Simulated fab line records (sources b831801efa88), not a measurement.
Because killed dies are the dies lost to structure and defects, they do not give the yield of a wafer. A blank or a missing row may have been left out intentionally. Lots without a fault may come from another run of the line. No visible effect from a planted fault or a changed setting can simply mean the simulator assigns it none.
Check for tools in common    flow gf180mcu    Lots sampled 10, wafers sampled 40

== WHAT PROMPTED THE OPENING ==
GF_HV_LDD_TW_MEAS_11, reading HV_LDD_TW: flagged on 4 of 10 lots. No-fault wafers: 2428, standard deviation 11.
Rule: a lot gets a flag if all its wafers with a number sit over 4 standard deviations from that mean, or if no wafer of it has a number. The rest of the lots are taken to be sound.

lot   measured      on             HV_LDD_TW, wafer by wafer      flag
L552  day 10 03:29  film_metro-02  2442 2435 2432                 
L553  day 10 11:41  film_metro-04  2441 2419 2426                 
L554  day 10 12:57  film_metro-04  2445 2433 2426                 
L555  day 10 21:29  film_metro-03  2411 2409 2417                 
L556  day 11 07:50  film_metro-02  2432 2427 2420                 
L557  day 11 11:02  film_metro-03  2421 2425 2416                 
L560  day 12 13:15  film_metro-04  1901 1904 1901 1904 1903 1904  FLAGGED
L561  day 12 17:39  film_metro-04  1908 1912 1900 1902 1904 1907  FLAGGED
L562  day 13 06:40  film_metro-03  1881 1879 1890 1887 1878 1890  FLAGGED
L563  day 13 11:58  film_metro-03  1887 1888 1879 1887            FLAGGED
The numbers of the flagged lots are 1895 on average: -533 against the usual, or -48 standard deviations.

== WHICH TOOL EACH LOT WENT THROUGH ==
The record keeps 1 process step preceding the reading, out of 602 steps on the route. In each cell: the tool, then ch and the chambers that the sampled wafers went through, then the start.
lot   flag     GF_HV_LDD_IMPLANT_09
L552           implanter-01 ch 0, day 10 03:14
L553           implanter-04 ch 0, day 10 11:26
L554           implanter-04 ch 0, day 10 12:43
L555           implanter-03 ch 0, day 10 21:16
L556           implanter-04 ch 0, day 11 07:35
L557           implanter-04 ch 0, day 11 10:47
L560  FLAGGED  implanter-04 ch 0, day 12 13:02
L561  FLAGGED  implanter-04 ch 0, day 12 17:26
L562  FLAGGED  implanter-01 ch 0, day 13 06:28
L563  FLAGGED  implanter-01 ch 0, day 13 11:47
What the steps here do:
- GF_HV_LDD_IMPLANT_09
- GF_HV_LDD_TW_MEAS_11

== FLAGGED OVER TOTAL, TOOL BY TOOL (the gauges that took the reading come last) ==
step                  tool           lots run  flagged  share of the flagged lots  sound lots run after its first flagged lot
GF_HV_LDD_IMPLANT_09  implanter-01   3         2        some                       0
GF_HV_LDD_IMPLANT_09  implanter-03   1         0        none                       -
GF_HV_LDD_IMPLANT_09  implanter-04   6         2        some                       0
GF_HV_LDD_TW_MEAS_11  film_metro-02  2         0        none                       -
GF_HV_LDD_TW_MEAS_11  film_metro-03  4         2        some                       0
GF_HV_LDD_TW_MEAS_11  film_metro-04  4         2        some                       0

== WHAT IS ALLOWED BY THE TABLE ==
No row of the table ran every flagged lot.

== WHAT WAS PUT IN BY THE SIMULATOR ==
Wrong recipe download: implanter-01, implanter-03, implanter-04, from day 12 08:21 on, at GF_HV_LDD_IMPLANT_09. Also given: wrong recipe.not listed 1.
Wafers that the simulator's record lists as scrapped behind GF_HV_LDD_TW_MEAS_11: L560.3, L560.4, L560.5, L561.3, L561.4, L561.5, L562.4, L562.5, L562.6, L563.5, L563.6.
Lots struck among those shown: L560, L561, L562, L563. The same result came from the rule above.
